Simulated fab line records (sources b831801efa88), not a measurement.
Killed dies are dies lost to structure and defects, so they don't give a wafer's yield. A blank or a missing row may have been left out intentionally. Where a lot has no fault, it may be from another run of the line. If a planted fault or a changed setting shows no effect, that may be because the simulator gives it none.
Comparing a struck lot with a sound one ; flow sky130 ; 42 steps out of a route of 708
Sound: wafers L966.1, L966.3, L966.6. The struck wafers were L977.3, L977.4, L977.6. At the end, the cause is stated.
Per side, at each step with rows, come the tool, then ch with its chambers, and then its first start. Under that, the readings that differ: sound wafers ; struck wafers ; difference of the means ; sigmas: that difference in standard deviations of wafers without a fault.
alike: readings with means less than 2 such deviations apart, plus words and numbers identical on both sides. not compared: withheld readings, readings lacking a value on some wafer, bounds such as >300 that could conceal the same value, and numbers that have no deviation in the record and whose values overlap.
A row with sigmas, a row that says differs or no value, or rows on one side alone: a step with any of these is where the two part. Numbers that don't overlap but have no deviation are shown without sigmas and don't part them. Lack of a reading on every wafer of one side parts them only where that side has two or more wafers.

first, 4 steps without rows for these wafers: SKY_PWDE_SOFTBAKE_03; SKY_PWDE_EXPOSE_04 (exposes mask PWDEM, target cd 840 nm); SKY_PWDE_PEB_05; SKY_PWDE_DEVELOP_06 (develop time 60 s).
SKY_PWDE_OVL_MEAS_07:
  sound on overlay-01 at day 4 09:46; struck on overlay-02 at day 7 03:32
  alike: PWDE_OVL
next, for these wafers, 1 step has no rows: SKY_PWDE_IMPLANT_08.
SKY_PWDE_STRIP_09: strips in O2/N2.
  sound on plasma asher-03 ch 0,1, day 4 09:57; struck on plasma asher-04 ch 0,1, day 7 03:47
  alike: drypump motor current A, o2 flow sccm, oes product au, strip time to endpoint s
  not compared: rf hours counter h
SKY_PWDE_TW_MEAS_10:
  sound on film metro-02 at day 4 10:03; struck on film metro-02 at day 7 03:52
  alike: PWDE_TW
then, 4 steps without rows for these wafers: SKY_NWELL_DEHYDRATE_03 (time 60 s); SKY_NWELL_HMDS_04 (prime time 60 s); SKY_NWELL_COAT_05 (resist thk 3000 nm); SKY_NWELL_SOFTBAKE_06.
SKY_NWELL_EXPOSE_07: exposes mask NWM, target cd 840 nm.
  sound on iline stepper-01 ch 0, day 4 18:32; struck on iline stepper-02 ch 0, day 7 14:10
  alike: mask, reticle temp C
then, 2 steps without rows for these wafers: SKY_NWELL_PEB_08; SKY_NWELL_DEVELOP_09 (develop time 60 s).
SKY_NWELL_OVL_MEAS_10:
  sound on overlay-02 at day 5 03:10; struck on overlay-01 at day 7 23:50
  alike: NWELL_00_OVL
then, 3 steps without rows for these wafers: SKY_NWELL_IMPLANT_11; SKY_NWELL_IMPLANT_12; SKY_NWELL_IMPLANT_13.
SKY_NWELL_STRIP_14: strips in O2/N2.
  sound on plasma asher-02 ch 0,1, day 5 03:39; struck on plasma asher-03 ch 0,1, day 8 00:20
  alike: drypump motor current A, o2 flow sccm, oes product au, strip time to endpoint s
  not compared: rf hours counter h
SKY_NWELL_TW_MEAS_15:
  sound on film metro-04 at day 5 03:45; struck on film metro-02 at day 8 00:25
reading;sound;struck;difference;sigmas
NWELL_TW;1837 1827 1824;1813 1803 1797;-25;-3
then, 7 steps without rows for these wafers: SKY_NWELL_DEHYDRATE_16 (time 60 s); SKY_NWELL_HMDS_17 (prime time 60 s); SKY_NWELL_COAT_18 (resist thk 3000 nm); SKY_NWELL_SOFTBAKE_19; SKY_NWELL_EXPOSE_20 (exposes mask NWM COMPLEMENT, target cd 840 nm); SKY_NWELL_PEB_21; SKY_NWELL_DEVELOP_22 (develop time 60 s).
SKY_NWELL_OVL_MEAS_23:
  sound on overlay-02 at day 5 21:37; struck on overlay-02 at day 8 19:56
  alike: NWELL_01_OVL
next, for these wafers, 1 step has no rows: SKY_NWELL_IMPLANT_24.
SKY_NWELL_STRIP_25: strips in O2/N2.
  sound on plasma asher-04 ch 1, day 5 21:48; struck on plasma asher-04 ch 0,1, day 8 20:08
  alike: drypump motor current A, o2 flow sccm, oes product au, strip time to endpoint s
  not compared: rf hours counter h
SKY_NWELL_TW_MEAS_26:
  sound on film metro-02 at day 5 21:54; struck on film metro-02 at day 8 20:13
  alike: NWELL_2_TW
then, 1 step without rows for these wafers: SKY_NWELL_CLEAN_27 (cleans in SC1/SC2, time 150 s).
SKY_NWELL_RTA_28: time 30 s.
  sound on rtp anneal-02 ch 0, day 5 22:01; struck on rtp anneal-02 ch 0, day 8 20:20
  alike: chamber o2 ppm, lamp power pct, ramp down c per s, wafer_temp_C_max
SKY_NWELL_RS_MEAS_29: measures by four-point-probe.
  sound on film metro-01 at day 5 22:07; struck on film metro-04 at day 8 20:27
  alike: NWELL_RS
SKY_NWELL_RS_MEAS_31: measures by four-point-probe.
  sound on film metro-01 at day 5 22:21; struck on film metro-04 at day 8 20:41
reading;sound;struck;difference;sigmas
PWDE_RS (ohm/sq);5262 5242 5268;5296 5310 5308;+47;+2
then, 5 steps without rows for these wafers: SKY_VT_ADJUST_HVTP_DEHYDRATE_00 (time 60 s); SKY_VT_ADJUST_HVTP_HMDS_01 (prime time 60 s); SKY_VT_ADJUST_HVTP_COAT_02 (resist thk 1140 nm); SKY_VT_ADJUST_HVTP_SOFTBAKE_03 (time 60 s); SKY_VT_ADJUST_HVTP_EXPOSE_04 (exposes mask HVTPM, target cd 380 nm).
-- a jump in the record: the struck wafers' starts before and after are 40 days apart (it breaks off in module VT_ADJUST_HVTP and resumes in module PAD_OPEN, where the first step shown is number 708 of the route) --
SKY_PAD_OPEN_PROBE_99:
  sound on prober-01 at day 46 03:03; struck on prober-02 at day 48 20:38
reading;sound;struck;difference;sigmas
model.etest.res nwell.width nm (nm);857 852.6 848.4;878.7 858.5 884.5;+21.2;
model.etest.res iso pwell.width nm (nm);2645 2633 2652;2626 2631 2619;-18;
  alike: killed_at_M0_to_M3, killed_at_M4_up, killed at contacts, killed at front end, killed at other, killed dies, killed open, killed short

== WHERE THEY PART ==
Earliest at SKY_NWELL_TW_MEAS_15; latest, in this record, at SKY_NWELL_RS_MEAS_31. Later steps at which nothing parts them and some readings are alike: SKY_PAD_OPEN_PROBE_99.

WHY: whatever the simulator had introduced
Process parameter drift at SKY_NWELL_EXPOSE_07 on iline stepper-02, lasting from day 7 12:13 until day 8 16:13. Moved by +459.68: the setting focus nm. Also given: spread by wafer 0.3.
